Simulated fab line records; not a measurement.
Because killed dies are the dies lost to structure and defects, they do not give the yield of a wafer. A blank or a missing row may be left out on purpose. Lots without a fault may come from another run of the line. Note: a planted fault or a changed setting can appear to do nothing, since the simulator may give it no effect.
fab line records	flow sfq-line
[record] lots = 7	wafers = 19	last-day = 94
route steps=325 shown I2@111 M3@118
lots untouched by any fault: they come from a run of this same line in which no faults occurred
start-h: start of the lot's first displayed wafer, in hours after the record's first day	wait-h: hours elapsed since this lot's preceding step	" identical to the entry in the row above	L1.1+2: a single row standing in for several wafers	- no value present, or no start provided	* or withheld: withheld	< > ~ a bound
route shown NAME@n: NAME is a module with steps in the file, n the number in the route of the first one	usual: mean/standard deviation of fault-free wafers	same: alike in all rows	chamber/n: place in a boat	sites: each site's reading	_std_site: their standard deviation	_edge_site: inner sites' mean taken away from outer sites' mean	radius-mm: how far each site lies from the wafer's centre	mask NAME#n: copy n	behind: the last tool/chamber to shape the wafer	hold: why the lot went on hold/how many hours it stayed there/how the hold came to an end	device: the transistor (n, p or np) that didn't switch	end of line: the same wafers' tests at the end of the route	step lacking rows: just its recipe	killed: at the first sort, the dies lost to defects and structure; wafer yield is something else	map: dies across one wafer; x = killed, . = not, _ = none there
set.NAME: setting as actually run; set.NAME@STEP: the setting as run at that earlier step	model.NAME: the simulator's own value behind a step, which no gauge read
lots at some steps of the route; a table a step, a row a wafer
services: the hour from which a tool's chamber was out of use, counted from the record's first day as start-h (under 0 if before that day), plus the number of hours and why
[[steps]]
[step SFQ_TRILAYER_I2_VIA_LITHO_PEB_070]
[recipe] peb-temp-c = 115	peb-time-s = 60	resist = KrF
[step SFQ_TRILAYER_I2_VIA_LITHO_DEVELOP_069]
[recipe] time-s = 60	resist = KrF
[step SFQ_I2_OVL_MEAS_918]
[usual] I2_OVL = 2/4.6
lot.wafer	tool	chamber	start-h	wait-h	I2_OVL[nm]
L302.2	overlay-01	-	915.52	0.1	4
L302.4	"	-	"	"	3
L302.6	"	-	"	"	7
L305.2	overlay-02	-	949.16	0.1	-2
L305.4	"	-	"	"	-8
L305.6	"	-	"	"	-11
L311.2	overlay-01	-	1019.01	0.1	1
L311.3	"	-	"	"	9
L312.2	overlay-02	-	1028.61	0.1	4
L312.5	"	-	"	"	1
L314.2	overlay-01	-	1042.51	0.1	-3
L314.3	"	-	"	"	4
L314.6	"	-	"	"	-3
L316.2	overlay-01	-	1080.91	0.1	2
L316.3	"	-	"	"	8
L316.6	"	-	"	"	0
L318.2	overlay-01	-	1085.21	0.1	8
L318.5	"	-	"	"	5
L318.6	"	-	"	"	-2
[step SFQ_TRILAYER_I2_VIA_BARC_OPEN_VIA_ETCH_096]
[recipe] mask-material = PR	chemistry = O2	target-depth-nm = 125	target = BARC	source-w = 500	bias-w = 80	pressure-mtorr = 30	time-s = 41.7
[usual] drypump-motor-current-A = 5.4/0.4	oes-product-au = 0.684/0.0048
lot.wafer	tool	chamber	start-h	wait-h	drypump-motor-current-A	oes-product-au	rf-hours-counter-h
L302.2	rie-diel-03	3	915.55	0.0	5.2	0.679	6
L302.4	"	0	"	"	5.6	0.688	16
L302.6	"	2	"	"	5.7	0.686	-
L305.2	rie-diel-02	2	949.19	0.0	5.0	0.680	6
L305.4	"	3	"	"	4.9	0.689	-
L305.6	"	1	"	"	4.9	0.682	-
L311.2	rie-diel-01	3	1019.04	0.0	5.6	0.692	5
L311.3	"	2	"	"	6.3	0.684	6
L312.2	rie-diel-01	3	1028.64	0.0	5.6	0.678	5
L312.5	"	3	"	"	5.6	0.682	-
L314.2	rie-diel-03	0	1042.54	0.0	5.6	0.685	18
L314.3	"	2	"	"	5.7	0.684	6
L314.6	"	1	"	"	5.6	0.686	-
L316.2	rie-diel-03	3	1080.94	0.0	5.3	0.681	9
L316.3	"	2	"	"	5.7	0.684	7
L316.6	"	1	"	"	5.6	0.678	-
L318.2	rie-diel-03	1	1085.24	0.0	5.6	0.688	9
L318.5	"	3	"	"	5.3	0.686	-
L318.6	"	2	"	"	5.7	0.680	-
[step SFQ_TRILAYER_I2_VIA_ETCH_VIA_ETCH_070]
[recipe] target = SiO2	stop-on = Nb	mask-material = PR	taper-deg = 20	chemistry = CHF3	target-depth-nm = 260	source-w = 500	bias-w = 80	pressure-mtorr = 30	time-s = withheld
[usual] drypump-motor-current-A = 5.4/0.41	oes-product-au = 0.855/0.0054
lot.wafer	tool	chamber	start-h	wait-h	drypump-motor-current-A	oes-product-au
L302.2	rie-diel-03	3	915.59	0.0	5.3	0.860
L302.4	"	0	"	"	5.6	0.846
L302.6	"	2	"	"	5.7	0.847
L305.2	rie-diel-02	2	949.23	0.0	5.0	0.851
L305.4	"	3	"	"	4.9	0.847
L305.6	"	1	"	"	4.9	0.850
L311.2	rie-diel-01	3	1019.08	0.0	5.6	0.849
L311.3	"	2	"	"	6.3	0.852
L312.2	rie-diel-01	3	1028.68	0.0	5.6	0.853
L312.5	"	3	"	"	5.6	0.852
L314.2	rie-diel-03	2	1042.58	0.0	5.7	0.856
L314.3	"	3	"	"	5.3	0.869
L314.6	"	2	"	"	5.7	0.857
L316.2	rie-diel-03	3	1080.98	0.0	5.3	0.856
L316.3	"	2	"	"	5.7	0.861
L316.6	"	1	"	"	5.6	0.861
L318.2	rie-diel-03	1	1085.28	0.0	5.6	0.851
L318.5	"	3	"	"	5.3	0.862
L318.6	"	2	"	"	5.7	0.851
[step SFQ_TRILAYER_I2_VIA_STRIP_STRIP_071]
[recipe] gas = O2	power-w = 200	platen-temp-c = 40	overash-fraction = 0.65	chemistry = O2	pressure-mtorr = 50
[usual] drypump-motor-current-A = 5.38/0.2	oes-product-au = 1.008/0.0092	platen-temp-c = 40.03/0.11
lot.wafer	tool	chamber	start-h	wait-h	drypump-motor-current-A	oes-product-au	platen-temp-c	rf-hours-counter-h
L302.2	rie-metal-01	0	915.70	-	5.37	0.986	40.08	124
L302.4	"	0	"	"	5.38	1.003	40.00	-
L302.6	"	1	"	"	5.38	1.019	40.10	-
L305.2	rie-metal-01	1	949.34	-	5.34	1.013	40.15	52
L305.4	"	1	"	"	5.35	1.010	40.12	-
L305.6	"	0	"	"	5.38	0.995	40.17	-
L311.2	rie-metal-01	0	1019.19	-	5.34	0.995	39.93	2
L311.3	"	0	"	"	5.37	1.003	39.97	-
L312.2	rie-metal-04	0	1028.79	-	5.28	1.009	39.97	80
L312.5	"	1	"	"	5.16	1.020	39.96	-
L314.2	rie-metal-04	1	1042.69	-	5.14	1.008	40.15	100
L314.3	"	0	"	"	5.26	1.003	39.99	-
L314.6	"	0	"	"	5.24	1.001	39.90	-
L316.2	rie-metal-03	1	1081.29	-	5.78	1.026	39.95	-
L316.3	"	1	"	"	5.76	1.022	40.11	-
L316.6	"	1	"	"	5.80	1.016	40.03	-
L318.2	rie-metal-01	0	1085.40	-	5.41	1.001	40.20	10
L318.5	"	1	"	"	5.37	1.013	40.01	-
L318.6	"	0	"	"	5.39	1.004	40.25	-
[step SFQ_TRILAYER_I2_VIA_STRIP_SOLV_CLEAN_072]
[recipe] chemistry = NMP	temp-c = 70	time-s = 600
[step SFQ_TRILAYER_M3_DEP_PRE_CLEAN_074]
[recipe] gas = Ar	time-s = 22.5	bias-v = 250
[step SFQ_TRILAYER_M3_DEP_SPUTTER_073]
[recipe] material = Nb	base-pressure-pa = 1.33e-06	chamber-pressure-pa = 0.1333	substrate-temp-c = 20	resputter-cathode-voltage-v = 400	target-thk-nm = 200	power-w = 2000	time-s = 133.3
[usual] base-pressure-pa = 1.32e-06/9.9e-08	chamber-pressure-pa = 0.13332/0.00027	throttle-valve-pct = 30.7/1.1
lot.wafer	tool	chamber	start-h	wait-h	base-pressure-pa	chamber-pressure-pa	throttle-valve-pct
L302.2	pvd-sputter-06	-	916.50	0.0	1.32e-06	0.13342	32.6
L302.4	"	-	"	"	1.34e-06	0.13405	30.3
L302.6	"	-	"	"	1.36e-06	0.13382	30.0
L305.2	pvd-sputter-06	-	950.14	0.0	1.29e-06	0.13349	32.8
L305.4	"	-	"	"	1.39e-06	0.13344	30.4
L305.6	"	-	"	"	1.33e-06	0.1331	32.9
L311.2	pvd-sputter-03	-	1020.00	0.0	1.41e-06	0.1329	29.9
L311.3	"	-	"	"	1.35e-06	0.13317	31.1
L312.2	pvd-sputter-05	-	1029.80	0.0	1.32e-06	0.13334	31.3
L312.5	"	-	"	"	1.33e-06	0.13318	28.1
L314.2	pvd-sputter-03	-	1043.49	0.0	1.06e-06	0.13304	30.1
L314.3	"	-	"	"	1.25e-06	0.13311	30.1
L314.6	"	-	"	"	1.14e-06	0.13338	31.4
L316.2	pvd-sputter-05	-	1082.49	0.0	1.27e-06	0.1332	31.2
L316.3	"	-	"	"	1.24e-06	0.13389	31.3
L316.6	"	-	"	"	1.36e-06	0.13378	31.4
L318.2	pvd-sputter-05	-	1086.20	0.0	1.32e-06	0.13328	31.2
L318.5	"	-	"	"	1.38e-06	0.13323	31.1
L318.6	"	-	"	"	1.26e-06	0.13377	31.6
[step SFQ_M3_RS_MEAS_919]
[recipe] thk-meas-gauge = four-point-probe	reads = Nb_of_TRILAYER_M3_DEP_SPUTTER_073
[usual] M3_NB_RS = 0.890/0.011
lot.wafer	tool	chamber	start-h	wait-h	M3_NB_RS[ohm/sq]
L302.2	film-metro-04	-	916.61	0.1	0.895
L302.4	"	-	"	"	0.899
L302.6	"	-	"	"	0.894
L305.2	film-metro-02	-	950.25	0.1	0.879
L305.4	"	-	"	"	0.881
L305.6	"	-	"	"	0.879
L311.2	film-metro-04	-	1020.11	0.1	0.889
L311.3	"	-	"	"	0.900
L312.2	film-metro-04	-	1029.91	0.1	0.874
L312.5	"	-	"	"	0.878
L314.2	film-metro-02	-	1043.60	0.1	0.902
L314.3	"	-	"	"	0.893
L314.6	"	-	"	"	0.888
L316.2	film-metro-04	-	1082.60	0.1	0.875
L316.3	"	-	"	"	0.894
L316.6	"	-	"	"	0.872
L318.2	film-metro-04	-	1086.31	0.1	0.904
L318.5	"	-	"	"	0.887
L318.6	"	-	"	"	0.887
[step SFQ_TRILAYER_M3_LITHO_COAT_080]
[recipe] resist = BARC	spin-rpm = 3000	resist-thk-nm = 62
[step SFQ_TRILAYER_M3_LITHO_COAT_075]
[recipe] resist = KrF	spin-rpm = 3000	resist-thk-nm = 600
lot.wafer	tool	chamber	start-h	wait-h	model.KrF_of_TRILAYER_M3_LITHO_COAT_075.thk-nm
L302.2	litho-track-02	0	917.12	0.2	597.5
L302.4	"	0	"	"	597.1
L302.6	"	0	"	"	600.6
L305.2	litho-track-02	0	950.76	0.2	597.4
L305.4	"	0	"	"	600.9
L305.6	"	0	"	"	598.9
L311.2	litho-track-02	0	1020.62	0.2	599.2
L311.3	"	0	"	"	496.8
L312.2	litho-track-02	0	1030.42	0.2	596.9
L312.5	"	0	"	"	497.3
L314.2	litho-track-02	0	1044.11	0.2	597.2
L314.3	"	0	"	"	495.4
L314.6	"	0	"	"	597.8
L316.2	litho-track-01	0	1083.11	0.2	599
L316.3	"	0	"	"	598.4
L316.6	"	0	"	"	599.1
L318.2	litho-track-04	0	1086.82	0.2	599.3
L318.5	"	0	"	"	600.5
L318.6	"	0	"	"	599.2
[step SFQ_TRILAYER_M3_LITHO_SOFTBAKE_079]
[recipe] temp-c = withheld	time-s = withheld	resist = KrF
[step SFQ_TRILAYER_M3_LITHO_EXPOSE_076]
[recipe] mask-id = M3	na = 0.6	source-shape = conventional	sigma-outer = 0.65	target-cd-nm = 500	dose-mj = 14.4
[step SFQ_TRILAYER_M3_LITHO_PEB_078]
[recipe] peb-temp-c = 115	peb-time-s = 60	resist = KrF
[step SFQ_TRILAYER_M3_LITHO_DEVELOP_077]
[recipe] time-s = 60	resist = KrF
[step SFQ_M3_OVL_MEAS_921]
[usual] M3_OVL = 2/6.2
lot.wafer	tool	chamber	start-h	wait-h	M3_OVL[nm]
L302.2	overlay-01	-	1043.71	0.1	2
L302.4	"	-	"	"	2
L302.6	"	-	"	"	3
L305.2	overlay-02	-	1074.91	0.1	-5
L305.4	"	-	"	"	1
L305.6	"	-	"	"	-1
L311.2	overlay-02	-	1145.34	0.1	-6
L311.3	"	-	"	"	-2
L312.2	overlay-01	-	1156.78	0.1	-6
L312.5	"	-	"	"	0
L314.2	overlay-02	-	1168.78	0.1	-6
L314.3	"	-	"	"	0
L314.6	"	-	"	"	-5
L316.2	overlay-02	-	1202.44	0.1	1
L316.3	"	-	"	"	4
L316.6	"	-	"	"	3
L318.2	overlay-02	-	1206.04	0.1	17
L318.5	"	-	"	"	9
L318.6	"	-	"	"	7
[step SFQ_TRILAYER_M3_BARC_OPEN_METAL_ETCH_100]
[recipe] mask-material = PR	chemistry = O2	target-depth-nm = 125	target = BARC	icp-w = 600	bias-w = 80	pressure-mtorr = 10	time-s = 41.7
[usual] drypump-motor-current-A = 5.7/0.36	oes-product-au = 0.685/0.005
lot.wafer	tool	chamber	start-h	wait-h	drypump-motor-current-A	oes-product-au	rf-hours-counter-h	model.M3.cd-nm
L302.2	rie-metal-03	0	1043.74	0.0	5.5	0.689	121	501.8
L302.4	"	0	"	"	5.5	0.684	-	502.5
L302.6	"	1	"	"	5.8	0.682	-	500.6
L305.2	rie-metal-01	1	1074.94	0.0	5.4	0.681	75	500.3
L305.4	"	0	"	"	5.4	0.683	-	499.5
L305.6	"	1	"	"	5.4	0.689	-	500.8
L311.2	rie-metal-02	0	1145.37	0.0	5.3	0.683	9	501.5
L311.3	"	1	"	"	6.4	0.685	-	496.2
L312.2	rie-metal-03	1	1156.81	0.0	5.8	0.692	115	501.2
L312.5	"	1	"	"	5.8	0.678	-	496.5
L314.2	rie-metal-03	1	1168.81	0.0	5.8	0.686	117	499.5
L314.3	"	0	"	"	5.5	0.693	-	494.8
L314.6	"	1	"	"	5.8	0.686	-	498.7
L316.2	rie-metal-02	1	1202.47	0.0	6.4	0.684	121	500.3
L316.3	"	0	"	"	5.3	0.684	-	498.9
L316.6	"	0	"	"	5.3	0.678	-	499.6
L318.2	rie-metal-03	0	1206.07	0.0	5.5	0.691	16	501.3
L318.5	"	0	"	"	5.5	0.683	-	502.2
L318.6	"	1	"	"	5.8	0.685	-	499.9
[step SFQ_TRILAYER_M3_ETCH_METAL_ETCH_078]
[recipe] target = Nb	stop-on = SiO2	mask-material = PR	chemistry = Cl2/Ar	target-depth-nm = 240	icp-w = 600	bias-w = 80	pressure-mtorr = 10	time-s = 120
[usual] drypump-motor-current-A = 5.7/0.36	oes-product-au = 0.894/0.0074
lot.wafer	tool	chamber	start-h	wait-h	drypump-motor-current-A	oes-product-au	rf-hours-counter-h	model.KrF_of_TRILAYER_M3_LITHO_COAT_075.thk-nm	model.M3.cd-nm
L302.2	rie-metal-03	0	1043.80	0.0	5.5	0.889	122	378	503.2
L302.4	"	0	"	"	5.5	0.880	-	378.4	503.6
L302.6	"	1	"	"	5.8	0.891	-	376.4	501.3
L305.2	rie-metal-01	1	1075.00	0.0	5.4	0.897	75	373.2	502.2
L305.4	"	0	"	"	5.4	0.906	-	381.1	500.4
L305.6	"	1	"	"	5.3	0.898	-	375.9	502.9
L311.2	rie-metal-02	0	1145.43	0.0	5.3	0.894	9	377	499.3
L311.3	"	1	"	"	6.5	0.888	-	281.4	493.5
L312.2	rie-metal-03	1	1156.87	0.0	5.8	0.907	115	374.4	499
L312.5	"	1	"	"	5.8	0.903	-	274.9	494.2
L314.2	rie-metal-03	1	1168.87	0.0	5.8	0.889	117	374.3	497.1
L314.3	"	0	"	"	5.5	0.887	-	275.1	494.8
L314.6	"	1	"	"	5.8	0.892	-	376.2	495.8
L316.2	rie-metal-02	1	1202.53	0.0	6.4	0.905	121	381.2	500.2
L316.3	"	0	"	"	5.3	0.899	-	375.7	498.4
L316.6	"	0	"	"	5.3	0.906	-	377.4	497.6
L318.2	rie-metal-03	0	1206.13	0.0	5.5	0.888	16	379.1	501.7
L318.5	"	0	"	"	5.5	0.894	-	380.4	502.4
L318.6	"	1	"	"	5.8	0.895	-	375.3	497.7
[step SFQ_TRILAYER_M3_STRIP_STRIP_079]
[recipe] gas = O2	power-w = 200	platen-temp-c = 40	overash-fraction = 0.65	chemistry = O2	pressure-mtorr = 50
[usual] drypump-motor-current-A = 5.7/0.36	oes-product-au = 1.008/0.0093	platen-temp-c = 39.99/0.12
lot.wafer	tool	chamber	start-h	wait-h	drypump-motor-current-A	oes-product-au	platen-temp-c	rf-hours-counter-h
L302.2	rie-metal-03	0	1043.92	0.1	5.5	0.995	40.10	122
L302.4	"	0	"	"	5.5	1.000	39.84	-
L302.6	"	1	"	"	5.8	1.022	40.02	-
L305.2	rie-metal-01	1	1075.12	0.1	5.4	1.019	39.93	75
L305.4	"	0	"	"	5.4	0.993	39.89	-
L305.6	"	1	"	"	5.4	1.021	39.88	-
L311.2	rie-metal-02	0	1145.55	0.1	5.3	1.007	39.94	9
L311.3	"	1	"	"	6.4	1.000	39.92	-
L312.2	rie-metal-03	1	1156.99	0.1	5.8	1.016	40.07	115
L312.5	"	1	"	"	5.8	1.013	39.96	-
L314.2	rie-metal-03	1	1168.99	0.1	5.8	1.013	40.24	117
L314.3	"	0	"	"	5.5	1.012	39.96	-
L314.6	"	1	"	"	5.8	1.011	40.00	-
L316.2	rie-metal-02	1	1202.65	0.1	6.5	0.987	39.93	121
L316.3	"	0	"	"	5.3	1.011	39.96	-
L316.6	"	0	"	"	5.3	1.006	39.87	-
L318.2	rie-metal-03	0	1206.25	0.1	5.5	1.000	39.67	16
L318.5	"	0	"	"	5.5	1.006	39.81	-
L318.6	"	1	"	"	5.8	1.015	40.03	-
[[services]]
tool	chamber	start-h	hours	kind
rie-diel-01	3	900.31	2.3	repair
rie-metal-03	-	902.16	0.7	repair
rie-diel-02	-	907.98	2.8	pm
rie-diel-02	2	918.51	3.5	repair
rie-diel-03	1	918.90	1.4	repair
pvd-sputter-05	-	943.41	0.7	repair
rie-diel-02	0	946.62	3.6	repair
rie-diel-01	3	950.79	5.4	repair
rie-metal-01	1	958.24	7.5	repair
rie-metal-02	-	996.27	15.2	repair
pvd-sputter-05	-	1002.17	9.4	repair
rie-diel-01	3	1005.07	3.9	repair
rie-diel-03	-	1023.59	0.1	repair
rie-diel-01	3	1034.80	13.9	repair
rie-metal-01	-	1042.52	5.7	repair
rie-diel-03	0	1042.68	3.1	repair
pvd-sputter-05	-	1070.79	0.5	repair
pvd-sputter-05	-	1080.16	1.8	repair
rie-metal-03	-	1091.96	1.4	pm
rie-diel-03	-	1103.75	0.5	repair
rie-diel-01	3	1106.59	10.2	repair
rie-metal-02	-	1123.35	2.8	pm
rie-diel-03	1	1166.33	1.8	repair
rie-metal-03	0	1171.96	9.0	repair
[[key]]
first-sign none at tools or gauges
[model-effect] step = SFQ_TRILAYER_M3_LITHO_COAT_075	value = KrF_of_TRILAYER_M3_LITHO_COAT_075.thk-nm	without = 598.3	struck = 496.5
[model-effect] step = SFQ_TRILAYER_M3_BARC_OPEN_METAL_ETCH_100	value = M3.cd-nm	without = 500.2	struck = 495.8
[model-effect] step = SFQ_TRILAYER_M3_ETCH_METAL_ETCH_078	value = KrF_of_TRILAYER_M3_LITHO_COAT_075.thk-nm	without = 378.9	struck = 277.1
met-at SFQ_TRILAYER_M3_LITHO_COAT_075
struck-wafers L311.3,L312.5,L314.3
onset-between 950.76 1020.62
[fault] kind = process-parameter-drift	tool = litho-track-02	chamber = -	onset-h = 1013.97	steps = SFQ_TRILAYER_M3_LITHO_COAT_075	channel = resist-thk-nm	offset = -102.1	shape = step	end-h = 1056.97	scope = struck-wafers-only	acts-in = these-recipes-only	stated = 600
